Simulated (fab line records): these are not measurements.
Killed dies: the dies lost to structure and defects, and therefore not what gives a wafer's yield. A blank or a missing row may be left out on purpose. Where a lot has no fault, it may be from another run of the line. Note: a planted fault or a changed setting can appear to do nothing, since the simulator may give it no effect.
Lot-split experiment	flow gf180mcu	5 lots, 23 wafers read, on a route of 602 steps

ON THE SPLIT
At GF_VT_IMPLANT_IMPLANT_08, the setting dose_cm2 was moved away from the recipe's 8.29e+12 on 11 of the 23 wafers read, by -15.9% to +12.9%. The other wafers ran this setting at the recipe's value.

THE PATH FROM SPLIT TO READING: the file shows 1 step between them
- GF_VT_IMPLANT_STRIP_09: strips in O2/N2

THE READING
VT_IMPLANT_TW, at GF_VT_IMPLANT_TW_MEAS_10. Typical for fault-free wafers on this fab line: 567, with standard deviation 3.8.

wafer	tool, chamber at the split	dose_cm2 as run	against the recipe	VT_IMPLANT_TW	against lot-mates on the recipe
L076.3	implanter-02, 0	8.29e+12	recipe	569	-
L076.4	implanter-02, 0	8.29e+12	recipe	575	-
L076.5	implanter-02, 0	8.29e+12	recipe	575	-
L078.1	implanter-01, 0	8.29e+12	recipe	563	-
L078.2	implanter-01, 0	9.086e+12	+9.6%	580	+16
L078.4	implanter-01, 0	9.086e+12	+9.6%	579	+14
L078.5	implanter-01, 0	8.29e+12	recipe	566	-
L078.6	implanter-01, 0	9.086e+12	+9.6%	578	+14
L079.1	implanter-02, 0	8.807e+12	+6.2%	576	+11
L079.2	implanter-02, 0	8.29e+12	recipe	562	-
L079.3	implanter-02, 0	8.29e+12	recipe	565	-
L079.5	implanter-02, 0	8.807e+12	+6.2%	577	+12
L079.6	implanter-02, 0	8.29e+12	recipe	567	-
L082.1	implanter-01, 0	6.975e+12	-15.9%	535	-36
L082.2	implanter-01, 0	8.29e+12	recipe	570	-
L082.3	implanter-01, 0	6.975e+12	-15.9%	542	-29
L082.5	implanter-01, 0	8.29e+12	recipe	572	-
L082.6	implanter-01, 0	6.975e+12	-15.9%	541	-30
L083.1	implanter-03, 0	8.29e+12	recipe	568	-
L083.2	implanter-03, 0	9.359e+12	+12.9%	592	+22
L083.3	implanter-03, 0	9.359e+12	+12.9%	590	+20
L083.4	implanter-03, 0	9.359e+12	+12.9%	591	+20
L083.5	implanter-03, 0	8.29e+12	recipe	573	-

THE FIT
A straight line over all 23 wafers: VT_IMPLANT_TW changes by +1.68 for each +1% of dose_cm2; r = +0.96; the points scatter about the line by 4.1.
The same after taking each lot's own level away (the mean of its wafers on the recipe; 23 wafers): +1.8 for each +1%; r = +0.99; scatter 2.6.
According to that fit, moving dose_cm2 by its largest amount changes the reading by 29.
From 564.5 to 573.0: that is the span of the lots' own levels, equal to 2.2 times the standard deviation above.
So the lot-to-lot level changes the slope little: the two slopes agree.
Check: -27.7 against its lot-mates is what the line predicts for one of the wafers moved furthest among these (-15.9%) when that wafer is left out of the fit. Against them it came out at -36.

FURTHER SPLITS ON THESE WAFERS
Note: prior to the reading, these wafers also went through further splits. Each is held against what the fit with the lots' levels taken away leaves over:
other split on the same wafers	wafers away from the commonest value	r with VT_IMPLANT_TW (lot level and that fit taken away)
GF_STI_CVD_03 temp_c	15	-0.27
GF_STI_ETCH_14 icp_w	10	+0.17
GF_STI_WET_ETCH_28 temp_c	15	+0.27
GF_LVPWELL_IMPLANT_09 energy_kev	11	-0.28
GF_MVSD_IMPLANT_08 energy_kev	10	+0.21

THE FILE'S OWN FIT
VT_IMPLANT_TW changes by +1.79 for each +1% of dose_cm2, r = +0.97.
